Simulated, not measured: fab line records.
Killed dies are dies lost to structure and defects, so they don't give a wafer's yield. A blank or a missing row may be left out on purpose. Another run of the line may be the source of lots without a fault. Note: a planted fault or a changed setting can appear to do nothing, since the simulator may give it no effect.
Chamber matching / flow gf180mcu / GF_V2_CMP_04 on cmp-02: 4 sister chambers
The step polishes SiO2. 4 wafers are shown with their chamber, then 10 later ones without.

WAFERS WITH THEIR CHAMBER
wafer=L685.3; chamber=3; motor current A (A)=12.3
wafer=L685.4; chamber=0; motor current A (A)=12.0
wafer=L686.3; chamber=2; motor current A (A)=10.0
wafer=L686.4; chamber=1; motor current A (A)=12.4

WAFERS MISSING THEIR CHAMBER
wafer=L686.5; motor current A (A)=10.4
wafer=L687.1; motor current A (A)=11.4
wafer=L687.5; motor current A (A)=12.3
wafer=L687.6; motor current A (A)=9.9
wafer=L690.1; motor current A (A)=12.2
wafer=L690.3; motor current A (A)=12.6
wafer=L690.4; motor current A (A)=11.8
wafer=L691.1; motor current A (A)=13.0
wafer=L691.2; motor current A (A)=12.5
wafer=L691.6; motor current A (A)=12.7

WHICH CHAMBER EACH ONE RAN IN
wafer=L686.5; from the rows above=2; in truth=2
wafer=L687.1; from the rows above=can't be placed: 0 or 3 or 1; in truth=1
wafer=L687.5; from the rows above=can't be placed: 3 or 1 or 0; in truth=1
wafer=L687.6; from the rows above=2; in truth=2
wafer=L690.1; from the rows above=can't be placed: 3 or 0 or 1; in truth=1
wafer=L690.3; from the rows above=can't be placed: 1 or 3 or 0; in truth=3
wafer=L690.4; from the rows above=can't be placed: 0 or 3 or 1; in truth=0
wafer=L691.1; from the rows above=can't be placed: 1 or 3 or 0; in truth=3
wafer=L691.2; from the rows above=can't be placed: 1 or 3 or 0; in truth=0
wafer=L691.6; from the rows above=can't be placed: 1 or 3 or 0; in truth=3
Correct placement for 2 of the 10. Unplaceable from these rows: 8, with the true chamber sitting among the candidates in 8. Wrongly placed: 0.
How it was worked out, from the rows above alone: a wafer's distance from a chamber is the root of the sum, over the readings, of the square of ((its reading less the chamber's mean) divided by the reading's scatter). If the next closest chamber is less than 2 further off than the closest, the wafer can't be placed; otherwise it belongs to the closest. Each chamber's mean is taken over the wafers shown for it. The scatter: root of mean squared gap, hidden wafer to nearest shown wafer, with one shown wafer a chamber.
